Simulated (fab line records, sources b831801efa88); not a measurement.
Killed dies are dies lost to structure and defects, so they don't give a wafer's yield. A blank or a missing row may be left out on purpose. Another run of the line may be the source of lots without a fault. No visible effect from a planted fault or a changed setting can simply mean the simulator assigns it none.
A lot that was struck, set against a sound lot -- flow gf180mcu -- 21 out of 602 route steps
Sound: the wafers L289.1, L289.3, L289.6. Struck: wafers L300.3, L300.4 (left out: L300.6, a lot-mate that was not struck); the cause follows at the end.
Order at every step that has rows: each side's tool, ch and its chambers, its first start. Under that, the readings that differ: sound wafers -- struck wafers -- difference of the means -- sigmas: that difference in standard deviations of wafers without a fault.
alike: readings with means less than 2 such deviations apart, plus words and numbers identical on both sides. not compared: withheld readings, readings lacking a value on some wafer, bounds such as >300 that could conceal the same value, and numbers that have no deviation in the record and whose values overlap.
Wherever a step has rows on one side only, a row that says differs or no value, or a row with sigmas, the two part there. Numbers that don't overlap but have no deviation are shown without sigmas and don't part them. A reading missing from all wafers of one side parts the sides only when that side holds two or more wafers.

first, 2 steps without rows for these wafers: GF_M4_CLEAN_19 (cleans in DIW); GF_V4_CVD_00 (deposits SiO2, target thk 600 nm, time 100 s).
GF_V4_THK_MEAS_01:
  sound: film_metro-02 at day 26 19:05; struck: film_metro-03 at day 29 23:09
  alike: V4_CVD_00_THK
GF_V4_CVD_02: deposits SiO2 from TEOS, target thk 850 nm, time 94.851 s.
  sound on pecvd-03 ch 0,1,2, day 26 19:08; struck on pecvd-04 ch 1, day 29 23:11
  alike: heater_power_outer_w, heater_power_w
GF_V4_THK_MEAS_03:
  sound: film_metro-03 at day 26 19:13; struck: film_metro-04 at day 29 23:17
  alike: V4_CVD_02_THK
GF_V4_CMP_04: polishes SiO2.
  sound on cmp-02 ch 0,3, day 26 19:16; struck on cmp-02 ch 1,2, day 29 23:25
  alike: motor_current_A, time_to_endpoint_s
GF_V4_BOW_MEAS_05:
  sound: film_metro-02 at day 26 19:34; struck: film_metro-03 at day 29 23:40
  alike: V4_BOW
then, 5 steps without rows for these wafers: GF_V4_DEHYDRATE_06 (time 60 s); GF_V4_HMDS_07 (prime time 60 s); GF_V4_COAT_08; GF_V4_COAT_09 (resist thk 1000 nm); GF_V4_SOFTBAKE_10 (time 60 s).
GF_V4_EXPOSE_11: exposes mask Via4, target cd 260 nm.
  sound on krf_scanner-02 ch 0, day 27 06:46; struck on krf_scanner-01 ch 0, day 30 09:57
  alike: mask
GF_V4_PEB_12: peb time 92.34 s.
  sound on litho_track-04 ch 0; struck on litho_track-02 ch 0
  alike: chill_plate_temp_C, plate_sensor_t_centre_C, plate_sensor_t_edge_C
then, 1 step without rows for these wafers: GF_V4_DEVELOP_13 (develop time 60 s).
GF_V4_CD_MEAS_14: the cd target is 260 nm.
  sound: cd_sem-01 at day 27 17:28; struck: cd_sem-01 at day 30 19:56
reading,sound,struck,difference,sigmas
cd_nm (nm),259.9 260.4 260.2,265.3 265.5,+5.2,+5
GF_V4_OVL_MEAS_15:
  sound: overlay-01 at day 27 17:35; struck: overlay-02 at day 30 20:02
  alike: V4_OVL
GF_V4_ETCH_16: etches BARC in N2/H2.
  sound on rie_diel-01 ch 0,1,3, day 27 17:37; struck on rie_diel-04 ch 2,3, day 30 20:03
reading,sound,struck,difference,sigmas
model.V4.cd_nm (nm),259.9 261.1 260.2,266.2 264.3,+4.9,
  alike: drypump_motor_current_A, oes_product_au, throttle_valve_pct
GF_V4_ETCH_17: etches SiO2 in C4F8/O2/Ar, stops on TiN, target depth 630 nm.
  sound on rie_diel-01 ch 0,1,3; struck on rie_diel-04 ch 2,3
reading,sound,struck,difference,sigmas
model.V4.cd_nm (nm),260.9 261 260.8,266.1 264,+4.2,
  alike: oes_product_au
GF_V4_STRIP_18: strips in O2/N2.
  sound on plasma_asher-02 ch 0,1, day 27 17:45; struck on plasma_asher-02 ch 0,1, day 30 20:13
  alike: drypump_motor_current_A, heater_power_w, oes_product_au
  not compared: rf_hours_counter_h
next, for these wafers, 1 step has no rows: GF_PASSIVATION_PROBE_99.

WHERE THEY PART
Only at GF_V4_CD_MEAS_14, within this record. Later steps at which nothing parts them and some readings are alike: GF_V4_OVL_MEAS_15, GF_V4_ETCH_16, GF_V4_ETCH_17, GF_V4_STRIP_18.

WHY: whatever the simulator had introduced
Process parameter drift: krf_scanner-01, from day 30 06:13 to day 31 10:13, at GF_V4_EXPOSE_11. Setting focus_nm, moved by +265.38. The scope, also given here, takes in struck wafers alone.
